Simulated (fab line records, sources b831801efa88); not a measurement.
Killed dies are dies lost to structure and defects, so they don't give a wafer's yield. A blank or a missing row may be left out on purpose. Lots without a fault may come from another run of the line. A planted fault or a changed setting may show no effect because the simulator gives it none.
Which tool did it? | flow gf180mcu | 13 lots, 39 wafers sampled, at 6 steps of a route of 602

WHAT THE GAUGES READ, wafer by wafer
GF_STI_THK_MEAS_04. Usual: STI_CVD_03_THK 207.5 nm, standard deviation 2.1.
lot  | measured    | on            | STI_CVD_03_THK (nm) | flag
L159 | day 1 20:30 | film_metro-02 | 203.6 203.8 203.1   |
L160 | day 2 00:28 | film_metro-04 | 208.1 208.9 206.7   |
L161 | day 2 07:23 | film_metro-02 | 208.6 210.1 209.4   |
L162 | day 2 10:20 | film_metro-02 | 206.5 208.5 207.9   |
L163 | day 2 15:38 | film_metro-01 | 205.3 206.6 207.0   |
L164 | day 2 20:06 | film_metro-02 | 207.0 207.6 205.1   |
L170 | day 4 01:34 | film_metro-04 | 208.8 207.7 210.0   |
L173 | day 4 16:50 | film_metro-04 | 208.1 207.9 210.1   |
L175 | day 5 05:45 | film_metro-04 | 205.7 204.2 204.8   |
L176 | day 5 09:52 | film_metro-04 | 205.3 206.2 207.7   |
L177 | day 5 13:45 | film_metro-04 | 210.4 209.9 210.6   |
L179 | day 5 22:52 | film_metro-01 | 208.5 208.0 207.6   |
L181 | day 6 10:50 | film_metro-02 | 207.1 205.8 205.6   |

GF_STI_THK_MEAS_22. Usual: STI_OXIDATION_01_THK 14.95 nm, standard deviation 0.26.
lot  | measured    | on            | STI_OXIDATION_01_THK (nm) | flag
L159 | day 2 12:10 | film_metro-02 | 15.00 15.28 15.16         |
L160 | day 2 14:15 | film_metro-04 | 15.21 15.06 14.93         |
L161 | day 2 20:29 | film_metro-02 | 14.62 14.70 14.50         |
L162 | day 3 00:00 | film_metro-01 | 14.61 14.37 14.74         |
L163 | day 3 06:16 | film_metro-01 | 14.69 14.78 14.59         |
L164 | day 3 10:38 | film_metro-01 | 15.15 15.06 15.39         |
L170 | day 4 17:47 | film_metro-04 | 14.97 15.15 15.18         |
L173 | day 5 08:55 | film_metro-02 | 14.77 15.04 15.12         |
L175 | day 5 21:58 | film_metro-04 | 14.86 14.96 14.88         |
L176 | day 6 02:20 | film_metro-02 | 15.19 15.26 15.31         |
L177 | day 6 05:47 | film_metro-02 | 14.83 14.76 14.77         |
L179 | day 6 16:40 | film_metro-01 | 15.18 15.13 15.38         |
L181 | day 7 02:59 | film_metro-02 | 15.13 14.84 15.06         |

GF_NWELL_TW_MEAS_11. Usual: NWELL_TW 1572, standard deviation 14.
lot  | measured    | on            | NWELL_TW       | flag
L159 | day 3 17:24 | film_metro-02 | 1592 1581 1589 |
L160 | day 3 19:12 | film_metro-02 | 1583 1588 1583 |
L161 | day 4 01:50 | film_metro-02 | 1586 1577 1574 |
L162 | day 4 06:20 | film_metro-01 | 1543 1543 1551 |
L163 | day 4 12:49 | film_metro-01 | 1552 1544 1549 |
L164 | day 4 16:22 | film_metro-02 | 1571 1569 1573 |
L170 | day 6 04:12 | film_metro-03 | 1407 1405 1412 | OFF
L173 | day 6 18:53 | film_metro-02 | 1419 1432 1423 | OFF
L175 | day 7 08:17 | film_metro-03 | 1581 1578 1583 |
L176 | day 7 11:42 | film_metro-03 | 1589 1585 1587 |
L177 | day 7 16:10 | film_metro-03 | 1589 1580 1581 |
L179 | day 8 04:10 | film_metro-02 | 1577 1583 1582 |
L181 | day 8 13:37 | film_metro-02 | 1577 1577 1586 |

GF_VT_IMPLANT_RS_MEAS_47: measures by four-point-probe. Usual: NWELL_RS 487.7 ohm/sq, standard deviation 1.3.
lot  | measured     | on            | NWELL_RS (ohm/sq) | flag
L159 | day 8 00:28  | film_metro-03 | 487.8 486.8 487.9 |
L160 | day 8 03:47  | film_metro-03 | 486.9 488.2 487.5 |
L161 | day 8 08:54  | film_metro-01 | 487.1 485.3 487.9 |
L162 | day 8 15:58  | film_metro-01 | 487.0 487.5 486.8 |
L163 | day 8 22:44  | film_metro-01 | 487.2 487.4 486.9 |
L164 | day 9 03:32  | film_metro-02 | 490.0 490.3 488.7 |
L170 | day 11 02:05 | film_metro-01 | 605.0 603.5 599.8 | OFF
L173 | day 11 18:26 | film_metro-02 | 606.3 608.3 606.9 | OFF
L175 | day 12 10:52 | film_metro-02 | 488.0 486.8 487.0 |
L176 | day 12 16:10 | film_metro-02 | 487.0 487.4 488.2 |
L177 | day 12 21:23 | film_metro-02 | 489.0 487.2 488.9 |
L179 | day 13 11:50 | film_metro-01 | 488.5 487.0 487.5 |
L181 | day 14 00:09 | film_metro-01 | 488.0 485.8 485.6 |

GF_VT_IMPLANT_RS_MEAS_49: measures by four-point-probe. Usual: MVPSD_RS 1168.2 ohm/sq, standard deviation 3.
lot  | measured     | on            | MVPSD_RS (ohm/sq)    | flag
L159 | day 8 00:42  | film_metro-03 | 1170.6 1169.3 1167.1 |
L160 | day 8 04:02  | film_metro-03 | 1168.2 1167.9 1168.3 |
L161 | day 8 09:08  | film_metro-01 | 1170.8 1166.2 1172.7 |
L162 | day 8 16:13  | film_metro-01 | 1170.1 1169.6 1168.2 |
L163 | day 8 22:58  | film_metro-01 | 1165.0 1168.7 1169.0 |
L164 | day 9 03:47  | film_metro-02 | 1169.2 1165.6 1170.9 |
L170 | day 11 02:19 | film_metro-01 | 1168.2 1165.3 1163.2 |
L173 | day 11 18:40 | film_metro-02 | 1169.9 1168.7 1165.4 |
L175 | day 12 11:06 | film_metro-02 | 1166.6 1171.2 1169.3 |
L176 | day 12 16:25 | film_metro-02 | 1174.8 1169.6 1173.0 |
L177 | day 12 21:37 | film_metro-02 | 1171.3 1168.6 1168.6 |
L179 | day 13 12:04 | film_metro-01 | 1164.8 1167.9 1165.6 |
L181 | day 14 00:23 | film_metro-01 | 1167.1 1171.3 1172.7 |

WHICH TOOL RAN EACH LOT (tool, then ch and the chambers of the sampled wafers, then the start)
lot  | GF_NWELL_IMPLANT_08
L159 | implanter-02 ch 0, day 3 17:00
L160 | implanter-01 ch 0, day 3 18:49
L161 | implanter-04 ch 0, day 4 01:28
L162 | implanter-02 ch 0, day 4 05:56
L163 | implanter-04 ch 0, day 4 12:28
L164 | implanter-01 ch 0, day 4 15:59
L170 | implanter-01 ch 0, day 6 03:48
L173 | implanter-01 ch 0, day 6 18:31
L175 | implanter-04 ch 0, day 7 07:53
L176 | implanter-02 ch 0, day 7 11:18
L177 | implanter-04 ch 0, day 7 15:47
L179 | implanter-04 ch 0, day 8 03:47
L181 | implanter-02 ch 0, day 8 13:14
- GF_NWELL_IMPLANT_08

WHAT THE TOOLS THEMSELVES READ (means of the sampled wafers that have a number; where no wafer has one, the mark that the record gives instead)
GF_NWELL_IMPLANT_08. Usual: end_station_pressure_torr 5.08e-06 Torr, standard deviation 2.5e-07.
lot  | tool         | end_station_pressure_torr (Torr) | flag
L159 | implanter-02 | 5.06e-06                         |
L160 | implanter-01 | 5.07e-06                         |
L161 | implanter-04 | 4.79e-06                         |
L162 | implanter-02 | 5.24e-06                         |
L163 | implanter-04 | 5.23e-06                         |
L164 | implanter-01 | 5.11e-06                         |
L170 | implanter-01 | 5.18e-06                         |
L173 | implanter-01 | 5.00e-06                         |
L175 | implanter-04 | 5.30e-06                         |
L176 | implanter-02 | 5.21e-06                         |
L177 | implanter-04 | 5.11e-06                         |
L179 | implanter-04 | 5.13e-06                         |
L181 | implanter-02 | 5.09e-06                         |

THE ANSWER, worked out from the rows above alone
Rule: a lot is off if the mean of its wafers that have a number lies more than 3 standard deviations from the usual mean. A lot without any number at a reading at which 4 lots or more have one is off too. The other lots that the step has rows for count as sound. The gauges are gone through in route order, then the tools' own readings, and for those a lot's mean is taken as printed above. The first step at which some lot is off is used, and at that step the reading that is off furthest; a lot without a number counts as furthest.
Off: L170, L173, at GF_NWELL_TW_MEAS_11 (NWELL_TW).
A tool fits if, at a process step before that reading, it ran every lot that is off, and no sound lot after the first of them. The gauges at GF_NWELL_TW_MEAS_11 are tried like those tools. One fits: implanter-01 at GF_NWELL_IMPLANT_08. Its last sound lot is L164 (day 4 15:59), its first lot that is off L170 (day 6 03:48): a fault that began between those two fits.

WHAT THE SIMULATOR HAD PUT IN
Process parameter drift: implanter-01, from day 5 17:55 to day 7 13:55, at GF_NWELL_IMPLANT_08. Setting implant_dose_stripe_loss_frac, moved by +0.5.
Lots struck among those shown: L170, L173. The rule above found the same.
